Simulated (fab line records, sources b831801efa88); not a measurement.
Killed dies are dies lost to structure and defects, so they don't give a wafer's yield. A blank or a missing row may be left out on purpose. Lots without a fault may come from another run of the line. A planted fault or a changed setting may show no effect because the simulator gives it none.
fab line records | flow gf180mcu
record lots=13 wafers=39 last_day=34
route steps=602 shown HV_LDD@185 CONTACT@310 M1@316
lots that met no fault: from a run of the same line without faults
start_h: hours from the record's first day to the start of the lot's first wafer shown | wait_h: hours since the lot's step before | " the same as in the row above | L1.1+2: a row that stands for several wafers | - no value, or no start given | * or withheld: withheld | < > ~ a bound
route shown NAME@n: a module of which the file shows steps, and the number in the route of the first | usual: mean/standard deviation of fault-free wafers | same: alike in all rows | chamber/n: place in a boat | sites: the reading at each site | _std_site: their standard deviation | _edge_site: outer sites' mean less inner sites' | radius_mm: how far each site lies from the wafer's centre | mask NAME#n: copy n | behind: the tool/chamber that last shaped the wafer | hold: why the lot was held/for how many hours/how that ended | device: the transistor (n, p or np) that didn't switch | end of line: the same wafers' tests at the end of the route | a step without rows: its recipe alone | killed: dies lost to structure and defects at the first sort, not the wafer's yield | map: a wafer's dies, x killed, . not, _ none there
set.NAME: the setting as run; set.NAME@STEP: as run at that earlier step | model.NAME: the simulator's own value behind a step, which no gauge read
steps of the route over a sample of lots; a table a step, a row a wafer
services: from which hour (start_h, from the record's first day; less than 0 if before it) a tool's chamber was out of use, for how many hours, and why
## steps
# step GF_HV_LDD_IMPLANT_09
# recipe species=As energy_kev=40 dose_cm2=1e+14 tilt_deg=7
# usual beam_energy_keV=40.001/0.012
# columns lot.wafer tool chamber start_h wait_h beam_energy_keV
L187.2 implanter-01 0 216.67 0.0 39.995
L187.3 " 0 " " 40.002
L187.5 " 0 " " 39.975
L190.2 implanter-02 0 236.17 0.0 40.012
L190.3 " 0 " " 39.989
L190.5 " 0 " " 40.000
L190.2 implanter-02 0 236.49 0.3 39.985
L190.3 " 0 " " 40.011
L190.5 " 0 " " 40.000
L191.1 implanter-03 0 242.69 0.0 39.994
L191.4 " 0 " " 40.018
L191.5 " 0 " " 40.008
L191.1 implanter-03 0 243.01 0.3 40.000
L191.4 " 0 " " 40.005
L191.5 " 0 " " 40.005
L192.2 implanter-03 0 253.71 0.0 39.999
L192.3 " 0 " " 39.990
L192.5 " 0 " " 39.996
L193.1 implanter-01 0 259.50 0.0 40.001
L193.2 " 0 " " 39.995
L193.4 " 0 " " 40.018
L200.2 implanter-02 0 313.36 0.0 39.994
L200.5 " 0 " " 39.988
L200.6 " 0 " " 39.984
L202.3 implanter-01 0 324.20 0.1 40.010
L202.5 " 0 " " 40.005
L202.6 " 0 " " 39.996
L203.1 implanter-01 0 336.04 0.0 40.010
L203.2 " 0 " " 39.983
L203.3 " 0 " " 40.012
L205.3 implanter-02 0 347.35 0.1 39.989
L205.4 " 0 " " 39.992
L205.6 " 0 " " 39.990
L206.1 implanter-01 0 356.60 0.0 40.023
L206.4 " 0 " " 39.997
L206.5 " 0 " " 39.994
L207.1 implanter-03 0 360.79 0.0 39.999
L207.3 " 0 " " 40.000
L207.6 " 0 " " 40.011
L209.2 implanter-03 0 376.69 0.0 39.998
L209.3 " 0 " " 40.010
L209.5 " 0 " " 40.014
L210.1 implanter-01 0 387.44 0.0 40.001
L210.3 " 0 " " 40.009
L210.5 " 0 " " 40.024
# step GF_HV_LDD_TW_MEAS_11
# usual HV_LDD_TW=2402/20
# columns lot.wafer tool chamber start_h wait_h HV_LDD_TW
L187.2 film_metro-01 - 216.91 0.1 2399
L187.3 " - " " 2390
L187.5 " - " " 2378
L190.2 film_metro-01 - 236.72 0.1 2848
L190.3 " - " " 2843
L190.5 " - " " 2831
L191.1 film_metro-04 - 243.28 0.1 2878
L191.4 " - " " 2887
L191.5 " - " " 2897
L192.2 film_metro-04 - 253.95 0.1 2427
L192.3 " - " " 2427
L192.5 " - " " 2421
L193.1 film_metro-04 - 259.75 0.1 2421
L193.2 " - " " 2428
L193.4 " - " " 2430
L200.2 film_metro-04 - 313.60 0.1 2430
L200.5 " - " " 2446
L200.6 " - " " 2440
L202.3 film_metro-01 - 324.42 0.1 2396
L202.5 " - " " 2406
L202.6 " - " " 2395
L203.1 film_metro-01 - 336.29 0.1 2388
L203.2 " - " " 2391
L203.3 " - " " 2374
L205.3 film_metro-04 - 347.57 0.1 2420
L205.4 " - " " 2433
L205.6 " - " " 2425
L206.1 film_metro-01 - 356.85 0.1 2389
L206.4 " - " " 2395
L206.5 " - " " 2387
L207.1 film_metro-01 - 361.04 0.1 2389
L207.3 " - " " 2373
L207.6 " - " " 2384
L209.2 film_metro-01 - 376.93 0.1 2388
L209.3 " - " " 2391
L209.5 " - " " 2375
L210.1 film_metro-01 - 387.69 0.1 2373
L210.3 " - " " 2372
L210.5 " - " " 2371
# step GF_HV_LDD_RS_MEAS_53
# recipe thk_meas_gauge=four-point-probe
# usual HV_LDD_RS=418.4/1
# columns lot.wafer tool chamber start_h wait_h HV_LDD_RS[ohm/sq]
L187.2 film_metro-04 - 273.49 0.1 418.2
L187.3 " - " " 418.9
L187.5 " - " " 418.4
L190.2 film_metro-04 - 296.24 0.1 310.7
L190.3 " - " " 310.2
L190.5 " - " " 310.9
L191.1 film_metro-02 - 301.67 0.1 312.2
L191.4 " - " " 313.4
L191.5 " - " " 312.7
L192.2 film_metro-04 - 314.24 0.1 419.3
L192.3 " - " " 418.5
L192.5 " - " " 419.3
L193.1 film_metro-01 - 321.73 0.1 418.7
L193.2 " - " " 419.2
L193.4 " - " " 418.6
L200.2 film_metro-01 - 379.09 0.1 417.8
L200.5 " - " " 418.9
L200.6 " - " " 416.9
L202.3 film_metro-04 - 390.21 0.1 417.1
L202.5 " - " " 417.9
L202.6 " - " " 417.1
L203.1 film_metro-02 - 403.92 0.1 419.8
L203.2 " - " " 420.0
L203.3 " - " " 420.6
L205.3 film_metro-02 - 416.16 0.1 418.4
L205.4 " - " " 419.0
L205.6 " - " " 419.2
L206.1 film_metro-02 - 427.07 0.1 417.9
L206.4 " - " " 417.5
L206.5 " - " " 418.0
L207.1 film_metro-04 - 431.62 0.1 417.1
L207.3 " - " " 418.2
L207.6 " - " " 419.1
L209.2 film_metro-04 - 448.68 0.1 417.5
L209.3 " - " " 418.3
L209.5 " - " " 418.1
L210.1 film_metro-01 - 460.85 0.1 418.4
L210.3 " - " " 418.3
L210.5 " - " " 418.2
# step GF_CONTACT_SPUTTER_23
# recipe material=TiN target_thk_nm=10 chamber_pressure_pa=5 power_w=4000 time_s=40
# usual throttle_valve_pct=30.0/0.81
# columns lot.wafer tool chamber start_h wait_h throttle_valve_pct
L187.2 pvd_sputter-04 - 361.87 0.0 31.1
L187.3 " - " " 31.0
L187.5 " - " " 29.7
L190.2 pvd_sputter-03 - 389.06 0.0 30.4
L190.3 " - " " 30.7
L190.5 " - " " 30.4
L191.1 pvd_sputter-03 - 393.47 0.0 30.9
L191.4 " - " " 30.4
L191.5 " - " " 30.6
L192.2 pvd_sputter-03 - 407.73 0.0 30.5
L192.3 " - " " 30.2
L192.5 " - " " 30.2
L193.1 pvd_sputter-03 - 417.92 0.0 30.4
L193.2 " - " " 30.5
L193.4 " - " " 30.7
L200.2 pvd_sputter-04 - 482.46 0.0 30.6
L200.5 " - " " 31.0
L200.6 " - " " 30.7
L202.3 pvd_sputter-01 - 491.36 0.0 29.3
L202.5 " - " " 29.3
L202.6 " - " " 29.7
L203.1 pvd_sputter-03 - 507.08 0.0 30.5
L203.2 " - " " 30.6
L203.3 " - " " 28.9
L205.3 pvd_sputter-01 - 522.46 0.0 29.9
L205.4 " - " " 28.4
L205.6 " - " " 29.9
L206.1 pvd_sputter-01 - 529.26 0.0 29.1
L206.4 " - " " 28.6
L206.5 " - " " 29.0
L207.1 pvd_sputter-03 - 532.36 0.0 30.6
L207.3 " - " " 30.9
L207.6 " - " " 29.3
L209.2 pvd_sputter-01 - 550.02 0.0 29.9
L209.3 " - " " 28.6
L209.5 " - " " 28.5
L210.1 pvd_sputter-01 - 560.81 0.0 29.5
L210.3 " - " " 30.1
L210.5 " - " " 28.7
# step GF_CONTACT_THK_MEAS_26
# recipe thk_meas_gauge=xrf reads=W_of_CONTACT_CVD_24
# usual CONTACT_W_THK=292/3.2
# columns lot.wafer tool chamber start_h wait_h CONTACT_W_THK[nm]
L187.2 film_metro-04 - 362.14 0.1 295
L187.3 " - " " 293
L187.5 " - " " 289
L190.2 film_metro-04 - 389.33 0.1 286
L190.3 " - " " 290
L190.5 " - " " 290
L191.1 film_metro-01 - 393.73 0.1 294
L191.4 " - " " 291
L191.5 " - " " 288
L192.2 film_metro-01 - 407.99 0.1 291
L192.3 " - " " 291
L192.5 " - " " 294
L193.1 film_metro-04 - 418.18 0.1 292
L193.2 " - " " 295
L193.4 " - " " 292
L200.2 film_metro-04 - 482.73 0.1 289
L200.5 " - " " 291
L200.6 " - " " 289
L202.3 film_metro-02 - 491.63 0.1 295
L202.5 " - " " 295
L202.6 " - " " 298
L203.1 film_metro-04 - 507.34 0.1 294
L203.2 " - " " 290
L203.3 " - " " 285
L205.3 film_metro-02 - 522.74 0.1 292
L205.4 " - " " 293
L205.6 " - " " 294
L206.1 film_metro-01 - 529.52 0.1 288
L206.4 " - " " 291
L206.5 " - " " 289
L207.1 film_metro-04 - 532.62 0.1 292
L207.3 " - " " 291
L207.6 " - " " 296
L209.2 film_metro-02 - 550.29 0.1 299
L209.3 " - " " 295
L209.5 " - " " 295
L210.1 film_metro-02 - 561.07 0.1 293
L210.3 " - " " 291
L210.5 " - " " 292
# step GF_M1_SPUTTER_01
# recipe material=TiN target_thk_nm=30 power_w=6500 time_s=25.93 chamber_pressure_pa=0.4
# usual throttle_valve_pct=30.1/0.86
# columns lot.wafer tool chamber start_h wait_h throttle_valve_pct
L187.2 pvd_sputter-03 - 362.59 0.1 30.7
L187.3 " - " " 30.2
L187.5 " - " " 29.3
L190.2 pvd_sputter-04 - 389.78 0.1 31.1
L190.3 " - " " 30.9
L190.5 " - " " 31.2
L191.1 pvd_sputter-04 - 394.19 0.1 31.3
L191.4 " - " " 29.9
L191.5 " - " " 31.2
L192.2 pvd_sputter-02 - 409.39 0.1 29.3
L192.3 " - " " 28.9
L192.5 " - " " 29.2
L193.1 pvd_sputter-02 - 418.64 0.1 28.6
L193.2 " - " " 29.4
L193.4 " - " " 29.0
L200.2 pvd_sputter-02 - 483.18 0.1 29.2
L200.5 " - " " 29.2
L200.6 " - " " 28.8
L202.3 pvd_sputter-02 - 492.07 0.1 28.5
L202.5 " - " " 29.4
L202.6 " - " " 28.9
L203.1 pvd_sputter-02 - 507.80 0.1 29.0
L203.2 " - " " 29.6
L203.3 " - " " 30.9
L205.3 pvd_sputter-03 - 523.18 0.1 30.5
L205.4 " - " " 29.3
L205.6 " - " " 30.4
L206.1 pvd_sputter-04 - 529.98 0.1 30.8
L206.4 " - " " 30.5
L206.5 " - " " 30.2
L207.1 pvd_sputter-04 - 533.08 0.1 30.2
L207.3 " - " " 30.7
L207.6 " - " " 30.7
L209.2 pvd_sputter-02 - 550.74 0.1 28.4
L209.3 " - " " 31.2
L209.5 " - " " 28.5
L210.1 pvd_sputter-03 - 561.53 0.1 30.6
L210.3 " - " " 29.1
L210.5 " - " " 30.2
## services
# columns tool chamber start_h hours kind
implanter-01 - 201.94 2.0 repair
implanter-01 - 215.17 1.1 repair
pvd_sputter-04 - 221.42 1.3 repair
pvd_sputter-04 - 240.42 20.9 repair
pvd_sputter-03 - 264.39 2.2 repair
implanter-02 - 269.10 3.4 pm
implanter-02 - 281.51 6.3 repair
implanter-02 - 308.26 0.7 repair
implanter-03 - 312.43 6.3 pm
implanter-02 - 318.62 2.6 repair
pvd_sputter-01 - 321.82 3.2 repair
pvd_sputter-02 - 343.19 14.8 repair
implanter-02 - 398.89 2.1 repair
implanter-01 - 434.99 5.0 pm
implanter-02 - 448.01 4.2 repair
pvd_sputter-03 - 477.96 8.6 repair
pvd_sputter-04 - 483.58 2.1 repair
pvd_sputter-03 - 489.53 4.8 repair
implanter-01 - 490.40 3.7 pm
implanter-01 - 502.58 4.4 repair
implanter-01 - 516.17 5.6 repair
pvd_sputter-01 - 516.42 2.4 repair
implanter-03 - 527.26 10.7 repair
implanter-01 - 549.27 8.8 repair
## key
first_sign step=GF_HV_LDD_IMPLANT_09 reading=visit direction=added
effect step=GF_HV_LDD_TW_MEAS_11 reading=HV_LDD_TW direction=up sigmas=23 usual=2402 struck=2864
effect step=GF_HV_LDD_RS_MEAS_53 reading=HV_LDD_RS direction=down sigmas=99+ usual=418.4 struck=311.7
met_at GF_HV_LDD_IMPLANT_09
struck_lots L190,L191
tester_left_out L190,L191
not_acting_at GF_CONTACT_SPUTTER_23,GF_CONTACT_THK_MEAS_26,GF_M1_SPUTTER_01
fault kind=repeated_step_whole tool=implanter-01,implanter-02,implanter-03 chamber=- onset_h=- steps=GF_HV_LDD_IMPLANT_09 times=1 scope=struck_lots_only
# tester_left_out: of these lots the tester's yield and bins aren't shown, on N5 and GAA mostly nor the transistor test; their killed dies are dies lost to structure and defects alone, not to doping, threshold or leakage, so they don't give the yield
